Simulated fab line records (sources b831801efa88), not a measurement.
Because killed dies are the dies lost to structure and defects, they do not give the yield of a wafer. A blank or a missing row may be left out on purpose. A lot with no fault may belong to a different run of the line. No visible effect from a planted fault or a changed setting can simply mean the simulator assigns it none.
Comparing a struck lot with a sound one ; flow gf180mcu ; 41 steps out of a route of 602
Sound: wafers L157.2, L157.3, L157.6. Wafers struck: L159.2, L159.3, L159.4. The cause is named last.
At each step with rows: each side's tool, then ch and its chambers, then its first start. Under that, the readings that differ: sound wafers ; struck wafers ; difference of the means ; sigmas: that difference in standard deviations of wafers without a fault.
alike: readings whose means differ by less than 2 such deviations, and words and numbers that are the same on both sides. not compared: withheld readings, readings that some wafer has no value for, bounds like >300 that may hide the same value, and numbers for which the record gives no deviation and whose values overlap.
Wherever a step has rows on one side only, a row that says differs or no value, or a row with sigmas, the two part there. Numbers that don't overlap but have no deviation are shown without sigmas and don't part them. Lack of a reading on every wafer of one side parts them only where that side has two or more wafers.

GF_V4_RS_MEAS_24: the measuring method here is four-point-probe.
  sound: film_metro-01 at day 29 23:50; struck: film_metro-01 at day 30 09:47
  alike: V4_W_RS
GF_V4_THK_MEAS_25: measures by xrf.
  sound: film_metro-01 at day 29 23:56; struck: film_metro-01 at day 30 09:53
  alike: V4_W_THK
then, 1 step without rows for these wafers: GF_V4_CMP_26 (polishes, stops on SiO2, t overpolish 15 s, target thk 0 nm).
GF_MIM_SPUTTER_00: material Ti, target thk 37.5 nm, time 150 s.
  sound: pvd_sputter-04 at day 30 00:17; struck: pvd_sputter-01 at day 30 10:14
  alike: throttle_valve_pct
GF_MIM_SPUTTER_01: material TiN, target thk 30 nm, time 25 s.
  sound: pvd_sputter-04 at day 30 00:23; struck: pvd_sputter-01 at day 30 10:20
  alike: throttle_valve_pct
GF_MIM_SPUTTER_02: material AlCu, target thk 450 nm, time 23.9 s.
  sound: pvd_sputter-04 at day 30 00:25; struck: pvd_sputter-01 at day 30 10:22
  alike: throttle_valve_pct
then, 3 steps without rows for these wafers: GF_MIM_SPUTTER_03 (material Ti, target thk 10 nm, time 6.7 s); GF_MIM_SPUTTER_04 (material TiN, target thk 50 nm, time 41.7 s); GF_MIM_CVD_05 (deposits Si3N4, target thk 42 nm, time 29.086 s).
GF_MIM_THK_MEAS_06:
  sound: film_metro-01 at day 30 00:34; struck: film_metro-01 at day 30 10:31
  alike: MIM_CVD_05_THK
then, 2 steps without rows for these wafers: GF_MIM_SPUTTER_07 (material TiN, target thk 60 nm, time 50 s); GF_MIM_SPUTTER_08 (material AlCu, target thk 200 nm, time 10.15 s).
GF_MIM_SPUTTER_09: material TiN, target thk 35 nm, time 29.2 s.
  sound: pvd_sputter-03 at day 30 00:40; struck: pvd_sputter-03 at day 30 10:37
reading;sound;struck;difference;sigmas
model.TiN_of_MIM_SPUTTER_09.thk_nm (nm);36.09 35.47 35.96;45.65 46.61 46.11;+10.28;
  alike: throttle_valve_pct
GF_MIM_RS_MEAS_10: the measuring method here is four-point-probe.
  sound: film_metro-02 at day 30 00:44; struck: film_metro-04 at day 30 10:41
  alike: MIM_ALCU_RS
GF_MIM_THK_MEAS_11: measures by xrf.
  sound: film_metro-02 at day 30 00:50; struck: film_metro-04 at day 30 10:47
reading;sound;struck;difference;sigmas
MIM_ALCU_THK (nm);196.2 197.7 196.5;189.0 189.9 187.8;-7.9;-3
then, 7 steps without rows for these wafers: GF_MIM_DEHYDRATE_12 (time 60 s); GF_MIM_HMDS_13 (prime time 60 s); GF_MIM_COAT_14 (resist thk 1000 nm); GF_MIM_SOFTBAKE_15 (time 60 s); GF_MIM_EXPOSE_16 (exposes mask FuseTop, target cd 2000 nm); GF_MIM_PEB_17; GF_MIM_DEVELOP_18 (develop time 60 s).
GF_MIM_METAL_ETCH_19: etches the open film in Cl2/BCl3, stops on Si3N4, target depth 324.5 nm, time 54.1 s.
  sound on rie_metal-02 ch 0,1, day 30 18:43; struck on rie_metal-01 ch 0,1, day 31 05:01
reading;sound;struck;difference;sigmas
oes_product_au (a.u.);0.930 0.932 0.924;0.944 0.950 0.940;+0.016;+3
  alike: bias_w, drypump_motor_current_A, throttle_valve_pct
  not compared: rf_hours_counter_h
then, 10 steps without rows for these wafers: GF_MIM_STRIP_20 (strips in O2/N2); GF_MIM_STRIP_21 (strips in post etch residue remover, time 1200 s); GF_MIM_CLEAN_22 (cleans in DIW); GF_M5_DEHYDRATE_00 (time 60 s); GF_M5_HMDS_01 (prime time 60 s); GF_M5_COAT_02 (resist thk 1000 nm); GF_M5_SOFTBAKE_03 (time 60 s); GF_M5_EXPOSE_04 (exposes mask Metal5, target cd 280 nm); GF_M5_PEB_05 (peb time 90 s); GF_M5_DEVELOP_06 (develop time 60 s).
GF_M5_CD_MEAS_07: the cd target is 280 nm.
  sound: cd_sem-02 at day 31 12:11; struck: cd_sem-01 at day 31 22:43
  alike: cd_nm
GF_M5_OVL_MEAS_08:
  sound: overlay-02 at day 31 12:17; struck: overlay-01 at day 31 22:49
  alike: M5_OVL
GF_M5_ETCH_09: etches Si3N4 in CF4/O2, target depth 52 nm, time 11.6 s.
  sound on rie_diel-04 ch 0,2, day 31 12:19; struck on rie_diel-04 ch 0,1,3, day 31 22:50
  alike: bias_w, cf4_flow_sccm, drypump_motor_current_A, oes_product_au, throttle_valve_pct
  not compared: rf_hours_counter_h
GF_M5_METAL_ETCH_10: etches the open film in Cl2/BCl3, stops on SiO2, target depth 750.8 nm, time 125.1 s.
  sound on rie_metal-02 ch 1, day 31 12:23; struck on rie_metal-04 ch 0,1, day 31 22:52
  alike: bias_w, drypump_motor_current_A, oes_product_au, throttle_valve_pct
  not compared: rf_hours_counter_h
then, 1 step without rows for these wafers: GF_M5_STRIP_11 (strips in O2/N2).
GF_M5_STRIP_12: strips in post etch residue remover, time 1200 s.
  sound on wet_bench-01 ch 0, day 31 12:41; struck on wet_bench-01 ch 1, day 31 23:06
reading;sound;struck;difference;sigmas
model.TiN_of_MIM_SPUTTER_09.thk_nm (nm);35.24 34.63 35.12;44.81 45.77 45.27;+10.29;
  alike: bath_heat_duty_pct
then, 1 step without rows for these wafers: GF_M5_CLEAN_13 (cleans in DIW).
-- the record jumps here: 2 days lie between the struck wafers' starts before and after (it left off in module M5 and takes up again in module PASSIVATION, whose first step shown is number 602 of the route) --
GF_PASSIVATION_PROBE_99:
  the record has rows for the struck wafers here (prober-02, day 34 05:08) and none for the sound ones

== WHERE THEY PART ==
At GF_MIM_THK_MEAS_11 first; at GF_PASSIVATION_PROBE_99 last (within this record only).

WHY: what the simulator had put in
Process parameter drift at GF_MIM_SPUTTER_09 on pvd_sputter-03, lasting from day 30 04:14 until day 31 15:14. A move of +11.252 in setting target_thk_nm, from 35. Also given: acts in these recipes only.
